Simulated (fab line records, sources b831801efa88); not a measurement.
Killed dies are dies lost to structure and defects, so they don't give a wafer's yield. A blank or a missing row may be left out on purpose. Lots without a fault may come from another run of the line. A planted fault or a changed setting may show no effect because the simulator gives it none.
Problem report in the 8D (eight disciplines) form, filled by code | flow gf180mcu | the parts of the form that need people (team, actions taken, sign-off) are left out

1. THE PROBLEM
sort_bin_3_pad_short at GF_PASSIVATION_PROBE_99 reads a mean of 3.25 % on 1 wafer of 1 lot; wafers without a fault read 0.45 % with a standard deviation of 0.3. That is +9.3 standard deviations from the usual mean.
First seen on wafer L554.2, day 33 10:13, on prober-01. The record holds 39 wafers of 13 lots with a number at this step. Rule for "out", or "out of limits": more than 4 standard deviations from the usual mean. The other wafers with a number count as sound.

2. WHAT IT IS AND WHAT IT IS NOT
question                    | is                                                                                                                                           | is not
which readings at this step | sort_bin_3_pad_short, defect_limited_yield, killed_at_M0_to_M3, killed_dies, killed_on_rim, sort_bin_5_function, sort_n_pass, sort_yield_pct | killed_at_contacts, killed_open, sort_bin_6_memory
which lots                  | L554                                                                                                                                         | L538, L540, L541, L542, L543, L544, L545, L546, L547, L549, L559, L560
which wafers of those lots  | L554.2                                                                                                                                       | L554.1, L554.3
read on which tools         | prober-01                                                                                                                                    | prober-02
when                        | from day 33 10:13                                                                                                                            | up to then (31 sound wafers); but 7 sound wafers of L554, L559, L560 came after

3. SUSPECTS, AND WHAT RULES EACH OUT
Counting: a tool at a process step up to the reading stays a suspect if it ran every lot that is out. Sound lots after the first of them don't rule it out here, since some wafers of a struck lot are sound.
- pvd_sputter-01 at GF_M2_SPUTTER_03 (material Ti, target thk 10 nm, time 6.7 s): kept. It ran the lot that is out, L554 (day 23 23:37); its last sound lot up to then is L549 (day 22 08:13).
- pvd_sputter-04 at GF_TOP_METAL_SPUTTER_03 (material Ti, target thk 5 nm, time 3.3 s): kept. It ran the lot that is out, L554 (day 31 23:25); its last sound lot up to then is L547 (day 30 08:28).
- prober-01 at GF_PASSIVATION_PROBE_99: kept. It ran the lot that is out, L554 (day 33 10:10); its last sound lot up to then is L547 (day 31 23:28). Its own readings are out on those wafers: defect_limited_yield, killed_at_M0_to_M3, killed_dies, killed_on_rim, sort_bin_3_pad_short, sort_bin_5_function, sort_n_pass, sort_yield_pct.
Left after counting: pvd_sputter-01 at GF_M2_SPUTTER_03, pvd_sputter-04 at GF_TOP_METAL_SPUTTER_03, prober-01 at GF_PASSIVATION_PROBE_99.

4. THE CAUSE (what the simulator had put in)
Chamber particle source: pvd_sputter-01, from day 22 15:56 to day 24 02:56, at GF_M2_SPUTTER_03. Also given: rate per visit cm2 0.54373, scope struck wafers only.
Counting left 3 suspects, and this tool is among them.

5. THE CHAIN OF EFFECTS, in route order
Each row: a reading whose mean over the struck wafers that have a number lies more than 3 standard deviations from the usual. Only readings for which the record gives a usual standard deviation are gone through. hours: the time from each lot's start at the first step in this table that gives one to its start at this step, as a median over the lots. sigmas: the change in usual standard deviations.
hours | step                    | reading              | usual  | on struck wafers | change | sigmas
0     | GF_PASSIVATION_PROBE_99 | defect_limited_yield | 90.3 % | 79.3             | -11.0  | -7.9
0     | GF_PASSIVATION_PROBE_99 | killed_at_M0_to_M3   | 21     | 61               | +40    | +8.7
0     | GF_PASSIVATION_PROBE_99 | killed_dies          | 48     | 102              | +54    | +7.9
0     | GF_PASSIVATION_PROBE_99 | killed_on_rim        | 9.1    | 20.0             | +10.9  | +4.0
0     | GF_PASSIVATION_PROBE_99 | sort_bin_3_pad_short | 0.45 % | 3.25             | +2.80  | +9.3
0     | GF_PASSIVATION_PROBE_99 | sort_bin_5_function  | 5.6 %  | 14.0             | +8.4   | +8.4
0     | GF_PASSIVATION_PROBE_99 | sort_n_pass          | 444    | 390              | -54    | -7.9
0     | GF_PASSIVATION_PROBE_99 | sort_yield_pct       | 90.3 % | 79.3             | -11.0  | -7.9
The process steps in it:
- GF_PASSIVATION_PROBE_99

6. WHAT WOULD HAVE CAUGHT IT SOONER
In this record the first reading out of limits was taken at day 33 10:13, 258 hours after the fault began at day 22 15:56.
Of the tool readings at GF_M2_SPUTTER_03 for which the record gives a usual standard deviation, none was out on any struck wafer, so an alarm limit of 4 standard deviations on them would not have fired.
All the lots that are out (1) had begun GF_M2_SPUTTER_03 on pvd_sputter-01 by day 33 10:13. A hold on the tool at that time would have spared none of them.
